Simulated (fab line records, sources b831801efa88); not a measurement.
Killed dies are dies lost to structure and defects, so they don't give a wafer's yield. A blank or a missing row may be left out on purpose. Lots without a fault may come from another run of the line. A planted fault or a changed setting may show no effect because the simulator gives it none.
fab line records | flow sfq_line
record lots=15 wafers=45 last_day=95
route steps=325 shown M1@68 M3@131 I3@146 R5@225
lots that met no fault: from a run of the same line without faults
start_h: hours from the record's first day to the start of the lot's first wafer shown | wait_h: hours since the lot's step before | " the same as in the row above | L1.1+2: a row that stands for several wafers | - no value, or no start given | * or withheld: withheld | < > ~ a bound
route shown NAME@n: a module of which the file shows steps, and the number in the route of the first | usual: mean/standard deviation of fault-free wafers | same: alike in all rows | chamber/n: place in a boat | sites: the reading at each site | _std_site: their standard deviation | _edge_site: outer sites' mean less inner sites' | radius_mm: how far each site lies from the wafer's centre | mask NAME#n: copy n | behind: the tool/chamber that last shaped the wafer | hold: why the lot was held/for how many hours/how that ended | device: the transistor (n, p or np) that didn't switch | end of line: the same wafers' tests at the end of the route | a step without rows: its recipe alone | killed: dies lost to structure and defects at the first sort, not the wafer's yield | map: a wafer's dies, x killed, . not, _ none there
set.NAME: the setting as run; set.NAME@STEP: as run at that earlier step | model.NAME: the simulator's own value behind a step, which no gauge read
steps of the route over a sample of lots; a table a step, a row a wafer
services: from which hour (start_h, from the record's first day; less than 0 if before it) a tool's chamber was out of use, for how many hours, and why
## steps
# step SFQ_M1_OVL_MEAS_911
# usual M1_OVL=2/5
# columns lot.wafer tool chamber start_h wait_h M1_OVL[nm]
L827.3 overlay-01 - 424.93 0.1 2
L827.4 " - " " -3
L827.6 " - " " 7
L829.1 overlay-01 - 427.32 0.1 3
L829.4 " - " " -3
L829.6 " - " " -4
L830.3 overlay-01 - 429.73 0.1 -7
L830.4 " - " " -5
L830.5 " - " " -6
L832.4 overlay-02 - 433.34 0.1 0
L832.5 " - " " 1
L832.6 " - " " 1
L833.2 overlay-01 - 434.53 0.1 7
L833.4 " - " " -1
L833.6 " - " " 2
L834.1 overlay-02 - 438.12 0.1 -2
L834.4 " - " " -6
L834.5 " - " " -7
L835.1 overlay-02 - 440.52 0.1 1
L835.5 " - " " 4
L835.6 " - " " 3
L836.3 overlay-01 - 441.73 0.1 0
L836.4 " - " " -1
L836.5 " - " " -3
L838.1 overlay-01 - 449.49 0.1 -3
L838.2 " - " " -1
L838.6 " - " " -6
L839.1 overlay-01 - 450.69 0.1 4
L839.3 " - " " 7
L839.4 " - " " 10
L840.1 overlay-02 - 451.89 0.1 -8
L840.2 " - " " -3
L840.6 " - " " -7
L841.1 overlay-02 - 465.09 0.1 5
L841.2 " - " " 6
L841.6 " - " " 2
L843.2 overlay-01 - 467.50 0.1 1
L843.3 " - " " 5
L843.4 " - " " 7
L846.2 overlay-02 - 511.55 0.1 5
L846.4 " - " " -1
L846.6 " - " " 0
L848.3 overlay-02 - 808.10 0.1 -2
L848.4 " - " " 9
L848.6 " - " " 0
# step SFQ_TRILAYER_M3_STRIP_STRIP_079
# recipe gas=O2 power_w=200 platen_temp_c=40 overash_fraction=0.65 chemistry=O2 pressure_mtorr=50
# usual drypump_motor_current_A=5.50/0.25 oes_product_au=1.008/0.0076 platen_temp_c=39.99/0.11
# columns lot.wafer tool chamber start_h wait_h drypump_motor_current_A oes_product_au platen_temp_c rf_hours_counter_h
L827.3 rie_metal-04 1 991.49 0.5 6.06 1.011 39.89 -
L827.4 " 1 " " 6.05 1.009 39.89 -
L827.6 " 1 " " 6.08 1.006 40.06 -
L829.1 rie_metal-01 0 995.71 0.1 5.87 1.011 39.92 133
L829.4 " 1 " " 5.45 1.011 40.01 -
L829.6 " 0 " " 5.87 0.999 39.96 -
L830.3 rie_metal-01 1 998.31 0.2 5.44 1.012 39.81 -
L830.4 " 0 " " 5.88 0.998 39.98 -
L830.5 " 0 " " 5.91 0.999 40.11 -
L832.4 rie_metal-03 0 1001.93 0.2 5.37 1.014 39.82 -
L832.5 " 0 " " 5.39 1.028 39.85 -
L832.6 " 1 " " 5.29 1.009 40.26 -
L833.2 rie_metal-03 1 1005.68 0.1 5.29 0.998 40.05 107
L833.4 " 0 " " 5.41 1.011 39.96 -
L833.6 " 1 " " 5.27 1.000 40.05 -
L834.1 rie_metal-01 0 1008.08 0.1 5.85 0.984 40.00 136
L834.4 " 1 " " 5.46 1.010 40.03 -
L834.5 " 0 " " 5.88 0.994 39.99 -
L835.1 rie_metal-01 1 1010.48 0.1 5.45 1.010 39.98 11
L835.5 " 0 " " 5.84 0.987 40.04 -
L835.6 " 1 " " 5.44 1.008 40.03 -
L836.3 rie_metal-01 1 1013.62 0.5 5.47 1.017 40.10 -
L836.4 " 1 " " 5.47 1.008 40.14 -
L836.5 " 1 " " 5.46 1.017 40.11 -
L838.1 rie_metal-01 1 1016.39 0.2 5.46 1.006 39.80 13
L838.2 " 1 " " 5.45 1.008 39.96 -
L838.6 " 1 " " 5.46 1.006 39.89 -
L839.1 rie_metal-03 0 1018.61 0.1 5.35 1.011 39.81 92
L839.3 " 1 " " 5.29 0.990 40.07 -
L839.4 " 0 " " 5.37 1.011 39.96 -
L840.1 rie_metal-01 1 1019.99 0.2 5.45 1.016 40.00 15
L840.2 " 1 " " 5.45 1.011 40.16 -
L840.6 " 1 " " 5.46 0.998 39.93 -
L841.1 rie_metal-03 0 1021.01 0.1 5.36 1.011 40.31 92
L841.2 " 1 " " 5.29 1.006 40.00 111
L841.6 " 1 " " 5.30 1.010 39.90 -
L843.2 rie_metal-03 0 1024.61 0.1 5.35 1.007 39.97 94
L843.3 " 1 " " 5.26 0.994 40.05 -
L843.4 " 0 " " 5.35 1.015 39.75 -
L846.2 rie_metal-03 1 1029.41 0.1 5.29 1.017 39.93 114
L846.4 " 0 " " 5.34 1.026 40.17 -
L846.6 " 0 " " 5.36 1.016 39.88 -
L848.3 rie_metal-03 0 1059.41 0.2 5.37 1.011 39.96 -
L848.4 " 1 " " 5.28 1.012 39.98 -
L848.6 " 0 " " 5.37 1.015 40.02 -
# step SFQ_TRILAYER_I3_VIA_STRIP_STRIP_089
# recipe gas=O2 power_w=200 platen_temp_c=40 overash_fraction=0.65 chemistry=O2 pressure_mtorr=50
# usual drypump_motor_current_A=5.9/0.32 oes_product_au=1.004/0.0073 platen_temp_c=40.01/0.11
# columns lot.wafer tool chamber start_h wait_h drypump_motor_current_A oes_product_au platen_temp_c rf_hours_counter_h
L827.3 rie_metal-01 1 1170.03 - 5.4 1.009 39.92 -
L827.4 " 0 " " 5.8 1.001 40.07 -
L827.6 " 1 " " 5.4 1.016 39.90 -
L829.1 rie_metal-04 0 1173.43 - 6.2 1.015 40.01 21
L829.4 " 0 " " 6.2 1.016 40.18 -
L829.6 " 0 " " 6.2 1.020 40.01 -
L830.3 rie_metal-04 0 1176.03 - 6.2 1.004 40.13 -
L830.4 " 1 " " 6.0 1.017 39.96 -
L830.5 " 1 " " 6.0 1.004 40.12 -
L832.4 rie_metal-02 0 1180.96 - 5.4 1.009 40.12 -
L832.5 " 0 " " 5.4 1.014 40.04 -
L832.6 " 1 " " 6.3 1.011 40.02 -
L833.2 rie_metal-01 1 1183.16 - 5.4 1.007 39.89 42
L833.4 " 1 " " 5.5 0.997 39.99 -
L833.6 " 0 " " 5.8 0.991 40.11 -
L834.1 rie_metal-02 1 1185.56 - 6.3 0.992 39.96 92
L834.4 " 1 " " 6.2 1.008 39.77 -
L834.5 " 0 " " 5.4 1.013 40.16 -
L835.1 rie_metal-02 0 1190.48 - 5.4 1.005 40.10 11
L835.5 " 0 " " 5.4 1.004 39.89 -
L835.6 " 1 " " 6.3 0.998 39.98 -
L836.3 rie_metal-01 1 1193.08 - 5.5 1.013 40.02 -
L836.4 " 0 " " 5.9 1.004 40.01 -
L836.5 " 0 " " 5.9 0.986 39.86 -
L838.1 rie_metal-01 0 1197.68 - 5.8 0.986 39.88 22
L838.2 " 0 " " 5.8 0.989 40.18 -
L838.6 " 0 " " 5.8 1.001 39.87 -
L839.1 rie_metal-02 0 1198.88 - 5.4 1.000 39.89 12
L839.3 " 0 " " 5.4 1.005 39.91 -
L839.4 " 1 " " 6.2 0.989 39.92 -
L840.1 rie_metal-04 0 1200.08 - 6.2 1.004 40.22 24
L840.2 " 1 " " 6.1 1.006 40.07 55
L840.6 " 1 " " 6.0 1.015 40.05 -
L841.1 rie_metal-01 1 1203.68 - 5.4 1.000 40.11 43
L841.2 " 0 " " 5.9 1.003 39.83 23
L841.6 " 0 " " 5.9 0.988 40.04 -
L843.2 rie_metal-02 0 1206.08 - 5.4 1.010 39.99 12
L843.3 " 1 " " 6.3 0.997 40.05 -
L843.4 " 0 " " 5.4 1.002 39.87 -
L846.2 rie_metal-02 1 1209.68 - 6.2 0.995 40.01 94
L846.4 " 0 " " 5.4 1.001 40.00 -
L846.6 " 1 " " 6.2 1.002 40.05 -
L848.3 rie_metal-04 1 1234.01 - 6.1 1.007 40.05 -
L848.4 " 0 " " 6.2 1.011 40.00 -
L848.6 " 0 " " 6.2 1.014 40.09 -
# step SFQ_TRILAYER_R5_ETCH_METAL_ETCH_139
# recipe stop_on=SiO2 mask_material=PR chemistry=Cl2 target_depth_nm=60 icp_w=600 bias_w=80 pressure_mtorr=10 time_s=40
# usual drypump_motor_current_A=5.7/0.42 oes_product_au=0.991/0.0054
# columns lot.wafer tool chamber start_h wait_h drypump_motor_current_A oes_product_au rf_hours_counter_h
L827.3 rie_metal-03 0 1449.93 0.0 5.4 0.974 -
L827.4 " 1 " " 5.3 1.000 -
L827.6 " 0 " " 5.3 0.987 -
L829.1 rie_metal-03 0 1584.63 0.0 5.4 0.980 48
L829.4 " 0 " " 5.4 0.989 -
L829.6 " 1 " " 5.3 0.992 -
L830.3 rie_metal-02 0 1585.85 0.0 5.4 0.982 -
L830.4 " 1 " " 6.2 0.994 -
L830.5 " 0 " " 5.4 0.993 -
L832.4 rie_metal-03 1 1594.25 0.0 5.3 0.998 -
L832.5 " 0 " " 5.4 0.998 -
L832.6 " 1 " " 5.3 0.985 -
L833.2 rie_metal-03 1 1600.24 0.0 5.3 0.994 38
L833.4 " 0 " " 5.4 0.993 -
L833.6 " 0 " " 5.4 0.981 -
L834.1 rie_metal-03 1 1611.06 0.1 5.3 0.999 39
L834.4 " 1 " " 5.3 0.989 -
L834.5 " 1 " " 5.3 0.987 -
L835.1 rie_metal-04 0 1624.24 0.0 6.2 0.996 86
L835.5 " 1 " " 6.1 0.995 -
L835.6 " 0 " " 6.2 0.999 -
L836.3 rie_metal-02 1 1631.58 0.0 6.2 0.990 -
L836.4 " 0 " " 5.4 1.003 -
L836.5 " 1 " " 6.3 0.995 -
L838.1 rie_metal-02 0 1735.80 0.0 5.4 0.997 87
L838.2 " 1 " " 6.2 0.988 26
L838.6 " 1 " " 6.2 0.986 -
L839.1 rie_metal-03 1 1739.40 0.0 5.3 0.990 54
L839.3 " 1 " " 5.3 0.986 -
L839.4 " 0 " " 5.4 0.989 -
L840.1 rie_metal-02 0 1741.80 0.0 5.4 0.990 89
L840.2 " 1 " " 6.2 0.770 27
L840.6 " 1 " " 6.3 0.995 -
L841.1 rie_metal-02 0 1746.60 0.0 5.4 0.996 90
L841.2 " 1 " " 6.3 0.761 28
L841.6 " 0 " " 5.4 0.997 -
L843.2 rie_metal-04 0 1751.40 0.0 6.2 0.993 102
L843.3 " 1 " " 6.0 0.986 -
L843.4 " 0 " " 6.2 0.991 -
L846.2 rie_metal-02 1 1756.33 0.0 6.3 0.768 30
L846.4 " 1 " " 6.3 0.759 -
L846.6 " 1 " " 6.2 0.995 -
L848.3 rie_metal-04 0 1776.83 0.1 6.2 0.994 -
L848.4 " 0 " " 6.2 0.986 -
L848.6 " 0 " " 6.2 0.993 -
## services
# columns tool chamber start_h hours kind
rie_metal-04 - 1006.30 28.1 pm
rie_metal-01 - 1018.91 0.2 repair
rie_metal-04 - 1050.96 1.0 repair
rie_metal-02 - 1053.90 2.8 pm
rie_metal-04 0 1059.79 4.8 repair
rie_metal-02 - 1083.31 0.3 repair
rie_metal-04 - 1099.68 2.8 pm
rie_metal-04 - 1149.86 0.4 repair
rie_metal-01 1 1197.00 6.5 repair
rie_metal-01 1 1244.47 5.8 repair
rie_metal-04 - 1261.02 1.1 repair
rie_metal-02 - 1337.81 0.5 repair
rie_metal-03 0 1348.04 5.8 repair
rie_metal-04 - 1357.07 0.4 repair
rie_metal-01 - 1409.48 14.6 pm
rie_metal-04 1 1535.69 44.0 repair
rie_metal-04 - 1545.24 0.8 repair
rie_metal-04 0 1545.38 7.4 repair
rie_metal-03 - 1581.35 2.8 pm
rie_metal-03 0 1642.64 11.3 repair
rie_metal-01 - 1697.98 1.4 pm
rie_metal-02 1 1724.98 5.9 repair
rie_metal-03 1 1740.91 10.2 repair
rie_metal-01 1 1755.90 3.2 repair
## key
first_sign step=SFQ_TRILAYER_R5_ETCH_METAL_ETCH_139 reading=oes_product_au direction=down sigmas=42 usual=0.991 struck=0.765
effect none on later readings
met_at SFQ_TRILAYER_R5_ETCH_METAL_ETCH_139
struck_lots L840,L841,L846
struck_wafers L840.2,L841.2,L846.2,L846.4
not_acting_at SFQ_M1_OVL_MEAS_911,SFQ_TRILAYER_M3_STRIP_STRIP_079,SFQ_TRILAYER_I3_VIA_STRIP_STRIP_089
onset_between 1735.80 1741.80
fault kind=process_parameter_drift tool=rie_metal-02 chamber=- onset_h=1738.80 steps=SFQ_TRILAYER_R5_ETCH_METAL_ETCH_139 channel=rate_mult offset=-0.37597 shape=step end_h=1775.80 scope=struck_wafers_only
